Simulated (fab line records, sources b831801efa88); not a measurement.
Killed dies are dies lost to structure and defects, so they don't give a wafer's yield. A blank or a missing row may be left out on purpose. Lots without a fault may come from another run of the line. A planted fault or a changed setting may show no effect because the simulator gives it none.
Problem report in the 8D (eight disciplines) form, filled by code | flow sky130 | the parts of the form that need people (team, actions taken, sign-off) are left out

1. THE PROBLEM
exposure_dose_mJ_cm2 at SKY_VIA4_EXPOSE_08 reads a mean of 129.70 on 9 wafers of 3 lots; wafers without a fault read 131.98 with a standard deviation of 0.13. That is -18 standard deviations from the usual mean.
The step: exposes mask VIM4, target cd 800 nm.
First seen on wafer L106.2, day 48 16:14, on iline_stepper-02. The record holds 39 wafers of 13 lots with a number at this step. Rule for "out", or "out of limits": more than 4 standard deviations from the usual mean. The other wafers with a number count as sound.

2. WHAT IT IS AND WHAT IT IS NOT
question                    | is                     | is not
which readings at this step | exposure_dose_mJ_cm2   | -
which lots                  | L106, L111, L113       | L100, L101, L102, L104, L108, L110, L117, L995, L997, L998
which wafers of those lots  | all that have a number | -
read on which tools         | iline_stepper-02       | iline_stepper-01
when                        | from day 48 16:14      | up to then (27 sound wafers); but 3 sound wafers of L117 came after

3. SUSPECTS, AND WHAT RULES EACH OUT
Counting: a tool at a process step up to the reading stays a suspect if it ran every lot that is out and no sound lot after the first of them.
- iline_stepper-02 at SKY_VIA4_EXPOSE_08 (exposes mask VIM4, target cd 800 nm): kept. It ran every lot that is out, first L106 (day 48 16:14), and no sound lot after that; its last sound lot up to then is L110 (day 48 14:25). Its own readings are out on those wafers: exposure_dose_mJ_cm2.
Left after counting: iline_stepper-02 at SKY_VIA4_EXPOSE_08.

4. THE CAUSE (what the simulator had put in)
Process parameter drift: iline_stepper-02, from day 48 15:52 on, at SKY_VIA4_EXPOSE_08. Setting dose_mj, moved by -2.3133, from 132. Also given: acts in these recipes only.
Counting left only this tool.

5. THE CHAIN OF EFFECTS, in route order
Each row: a reading whose mean over the struck wafers that have a number lies more than 3 standard deviations from the usual. Only readings for which the record gives a usual standard deviation are gone through. hours: the time from each lot's start at the first step in this table that gives one to its start at this step, as a median over the lots. sigmas: the change in usual standard deviations.
hours | step               | reading              | usual  | on struck wafers | change | sigmas
0     | SKY_VIA4_EXPOSE_08 | exposure_dose_mJ_cm2 | 131.98 | 129.70           | -2.28  | -18
The process steps in it:
- SKY_VIA4_EXPOSE_08: exposes mask VIM4, target cd 800 nm.

6. WHAT WOULD HAVE CAUGHT IT SOONER
In this record the first reading out of limits was taken at day 48 16:14, 0 hours after the fault began at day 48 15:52.
